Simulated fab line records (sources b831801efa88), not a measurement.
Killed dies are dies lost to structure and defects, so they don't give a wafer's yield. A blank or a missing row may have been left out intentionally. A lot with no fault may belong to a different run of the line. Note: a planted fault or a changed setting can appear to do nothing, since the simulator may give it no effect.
What tool caused it? / flow sky130 / 42 wafers from 14 lots sampled at 4 of the route's 708 steps

WHAT EACH GAUGE READ, for each wafer
SKY_SD_P_CD_MEAS_07: target cd 380 nm.
lot=L578; measured=day 25 08:09; on=cd_sem-01; cd_nm (nm)=377.5 378.4 377.0
lot=L580; measured=day 25 20:02; on=cd_sem-01; cd_nm (nm)=380.5 377.5 380.7
lot=L581; measured=day 26 13:21; on=cd_sem-01; cd_nm (nm)=382.7 383.0 379.5
lot=L590; measured=day 29 15:50; on=cd_sem-01; cd_nm (nm)=381.1 378.9 379.8
lot=L591; measured=day 30 06:53; on=cd_sem-02; cd_nm (nm)=377.7 380.3 378.6
lot=L594; measured=day 31 07:09; on=cd_sem-01; cd_nm (nm)=384.4 382.9 382.8
lot=L595; measured=day 31 11:38; on=cd_sem-01; cd_nm (nm)=380.1 378.2 378.2
lot=L596; measured=day 31 17:22; on=cd_sem-02; cd_nm (nm)=378.7 379.9 377.5
lot=L597; measured=day 32 04:09; on=cd_sem-02; cd_nm (nm)=378.0 377.0 378.5
lot=L599; measured=day 32 09:56; on=cd_sem-02; cd_nm (nm)=379.7 379.0 379.2
lot=L598; measured=day 32 13:33; on=cd_sem-01; cd_nm (nm)=377.0 379.7 379.5
lot=L600; measured=day 32 17:18; on=cd_sem-01; cd_nm (nm)=379.0 380.1 382.6

SKY_VIA1_CD_MEAS_12: target cd 150 nm.
lot=L578; measured=day 33 21:24; on=cd_sem-02; cd_nm (nm)=148.5 149.6 149.3
lot=L580; measured=day 34 06:27; on=cd_sem-01; cd_nm (nm)=152.0 151.9 150.0
lot=L581; measured=day 34 23:55; on=cd_sem-01; cd_nm (nm)=148.9 148.6 150.1
lot=L590; measured=day 37 17:27; on=cd_sem-01; cd_nm (nm)=149.8 149.9 149.7
lot=L591; measured=day 38 09:14; on=cd_sem-02; cd_nm (nm)=151.1 148.3 152.0
lot=L594; measured=day 39 09:00; on=cd_sem-02; cd_nm (nm)=150.4 150.9 152.2
lot=L595; measured=day 39 13:24; on=cd_sem-02; cd_nm (nm)=147.2 146.1 148.1
lot=L596; measured=day 39 16:32; on=cd_sem-02; cd_nm (nm)=147.3 147.1 147.5
lot=L597; measured=day 40 02:21; on=cd_sem-02; cd_nm (nm)=152.2 151.5 151.7
lot=L599; measured=day 40 05:25; on=cd_sem-01; cd_nm (nm)=151.2 152.3 151.5
lot=L598; measured=day 40 11:27; on=cd_sem-01; cd_nm (nm)=153.5 151.7 152.0
lot=L600; measured=day 40 14:46; on=cd_sem-01; cd_nm (nm)=150.2 151.6 150.9

TOOL THAT RAN EACH LOT (tool first, then ch and the chambers of the sampled wafers, then the start)
lot=L578; SKY_POLY_GATE_DEVELOP_12=litho_track-01 ch 0, day 16 08:00; SKY_CONTACT_CMP_27=cmp-01 ch 1,2,3, day 31 13:29
lot=L580; SKY_POLY_GATE_DEVELOP_12=litho_track-01 ch 0, day 16 20:00; SKY_CONTACT_CMP_27=cmp-01 ch 1,3, day 31 22:23
lot=L581; SKY_POLY_GATE_DEVELOP_12=litho_track-03 ch 0, day 17 06:00; SKY_CONTACT_CMP_27=cmp-02 ch 0,1,2, day 32 15:59
lot=L582; SKY_POLY_GATE_DEVELOP_12=litho_track-01, day 17 11:00; SKY_CONTACT_CMP_27=-
lot=L583; SKY_POLY_GATE_DEVELOP_12=litho_track-01, day 18 07:00; SKY_CONTACT_CMP_27=-
lot=L590; SKY_POLY_GATE_DEVELOP_12=litho_track-04 ch 0, day 20 19:00; SKY_CONTACT_CMP_27=cmp-01 ch 0,1,2, day 35 12:30
lot=L591; SKY_POLY_GATE_DEVELOP_12=litho_track-01 ch 0, day 21 11:00; SKY_CONTACT_CMP_27=cmp-02 ch 1,2,3, day 36 03:54
lot=L594; SKY_POLY_GATE_DEVELOP_12=litho_track-03 ch 0, day 22 16:00; SKY_CONTACT_CMP_27=cmp-01 ch 0,2,3, day 37 04:02
lot=L595; SKY_POLY_GATE_DEVELOP_12=litho_track-03 ch 0, day 22 18:00; SKY_CONTACT_CMP_27=cmp-02 ch 1,2, day 37 09:05
lot=L596; SKY_POLY_GATE_DEVELOP_12=litho_track-03 ch 0, day 23 01:00; SKY_CONTACT_CMP_27=cmp-01 ch 0,1,2, day 37 12:35
lot=L597; SKY_POLY_GATE_DEVELOP_12=litho_track-01 ch 0, day 23 15:00; SKY_CONTACT_CMP_27=cmp-02 ch 0,1,2, day 37 22:43
lot=L599; SKY_POLY_GATE_DEVELOP_12=litho_track-04 ch 0, day 23 22:00; SKY_CONTACT_CMP_27=cmp-02 ch 1,3, day 38 02:59
lot=L598; SKY_POLY_GATE_DEVELOP_12=litho_track-04 ch 0, day 23 23:00; SKY_CONTACT_CMP_27=cmp-01 ch 0,2,3, day 38 08:26
lot=L600; SKY_POLY_GATE_DEVELOP_12=litho_track-04 ch 0, day 24 05:00; SKY_CONTACT_CMP_27=cmp-02 ch 1,2,3, day 38 11:23
- SKY_POLY_GATE_DEVELOP_12: develop time 60 s.
- SKY_CONTACT_CMP_27: polishes, stops on SiO2, t overpolish 15 s, target thk 0 nm.

AS READ BY THE TOOLS THEMSELVES (means over the sampled wafers that have a number; for cases with no such wafer, the mark the record gives instead)
SKY_POLY_GATE_DEVELOP_12.
lot=L578; tool=litho_track-01; chill_plate_temp_C (C)=22.86
lot=L580; tool=litho_track-01; chill_plate_temp_C (C)=23.09
lot=L581; tool=litho_track-03; chill_plate_temp_C (C)=22.99
lot=L582; tool=litho_track-01; chill_plate_temp_C (C)=-
lot=L583; tool=litho_track-01; chill_plate_temp_C (C)=-
lot=L590; tool=litho_track-04; chill_plate_temp_C (C)=22.89
lot=L591; tool=litho_track-01; chill_plate_temp_C (C)=22.95
lot=L594; tool=litho_track-03; chill_plate_temp_C (C)=23.03
lot=L595; tool=litho_track-03; chill_plate_temp_C (C)=22.92
lot=L596; tool=litho_track-03; chill_plate_temp_C (C)=23.05
lot=L597; tool=litho_track-01; chill_plate_temp_C (C)=23.02
lot=L599; tool=litho_track-04; chill_plate_temp_C (C)=23.01
lot=L598; tool=litho_track-04; chill_plate_temp_C (C)=22.88
lot=L600; tool=litho_track-04; chill_plate_temp_C (C)=22.90

SKY_CONTACT_CMP_27.
lot=L578; tool=cmp-01; motor_current_A (A)=10.3; overpolish_run_s (s)=15.011; platen_rpm (rpm)=59.97; slurry_filter_dp_kPa (kPa)=13.47; time_to_endpoint_s (s)=89
lot=L580; tool=cmp-01; motor_current_A (A)=10.0; overpolish_run_s (s)=14.996; platen_rpm (rpm)=59.97; slurry_filter_dp_kPa (kPa)=13.72; time_to_endpoint_s (s)=90
lot=L581; tool=cmp-02; motor_current_A (A)=10.6; overpolish_run_s (s)=15.002; platen_rpm (rpm)=59.97; slurry_filter_dp_kPa (kPa)=13.40; time_to_endpoint_s (s)=84
lot=L590; tool=cmp-01; motor_current_A (A)=10.1; overpolish_run_s (s)=15.003; platen_rpm (rpm)=59.98; slurry_filter_dp_kPa (kPa)=13.41; time_to_endpoint_s (s)=84
lot=L591; tool=cmp-02; motor_current_A (A)=11.0; overpolish_run_s (s)=15.003; platen_rpm (rpm)=59.99; slurry_filter_dp_kPa (kPa)=13.50; time_to_endpoint_s (s)=79
lot=L594; tool=cmp-01; motor_current_A (A)=10.8; overpolish_run_s (s)=15.005; platen_rpm (rpm)=60.00; slurry_filter_dp_kPa (kPa)=13.47; time_to_endpoint_s (s)=86
lot=L595; tool=cmp-02; motor_current_A (A)=10.9; overpolish_run_s (s)=14.998; platen_rpm (rpm)=60.00; slurry_filter_dp_kPa (kPa)=13.55; time_to_endpoint_s (s)=79
lot=L596; tool=cmp-01; motor_current_A (A)=10.3; overpolish_run_s (s)=15.003; platen_rpm (rpm)=60.02; slurry_filter_dp_kPa (kPa)=13.59; time_to_endpoint_s (s)=86
lot=L597; tool=cmp-02; motor_current_A (A)=10.7; overpolish_run_s (s)=14.996; platen_rpm (rpm)=60.04; slurry_filter_dp_kPa (kPa)=13.42; time_to_endpoint_s (s)=74
lot=L599; tool=cmp-02; motor_current_A (A)=10.9; overpolish_run_s (s)=14.997; platen_rpm (rpm)=59.98; slurry_filter_dp_kPa (kPa)=13.47; time_to_endpoint_s (s)=80
lot=L598; tool=cmp-01; motor_current_A (A)=11.0; overpolish_run_s (s)=14.996; platen_rpm (rpm)=59.99; slurry_filter_dp_kPa (kPa)=13.53; time_to_endpoint_s (s)=82
lot=L600; tool=cmp-02; motor_current_A (A)=10.9; overpolish_run_s (s)=15.000; platen_rpm (rpm)=60.01; slurry_filter_dp_kPa (kPa)=13.58; time_to_endpoint_s (s)=79

THE ANSWER, worked out from the rows above alone
Rule: the lots themselves supply what counts as usual. The widest of any qualifying gaps counts: lots, ordered by their means at a reading, are off when they make up no more than a third of the lots, leave a main group of 4 or more, and stand apart from it by 3 or more times the standard deviation of that group's means. A main group is skipped when, at the precision printed for the reading in the tables above, its means are all equal. Also off: a lot with no number at a reading for which 4 or more lots have one. All remaining lots with rows at the step are treated as sound. Order of review: gauges by route order, followed by the tools' own readings, for which a lot's mean as printed above is used. The first step at which some lot is off is used, and at that step the reading that is off furthest; a lot without a number counts as furthest.
Off: L582, L583, at SKY_POLY_GATE_DEVELOP_12 (chill_plate_temp_C). Without a number there: L582, L583. The main group: mean 22.97 C, standard deviation 0.073.
A tool fits if, at that step or a process step before it, it ran every lot that is off, and no sound lot after the first of them. Of those tried, none fits.

WHAT HAD BEEN PUT IN BY THE SIMULATOR
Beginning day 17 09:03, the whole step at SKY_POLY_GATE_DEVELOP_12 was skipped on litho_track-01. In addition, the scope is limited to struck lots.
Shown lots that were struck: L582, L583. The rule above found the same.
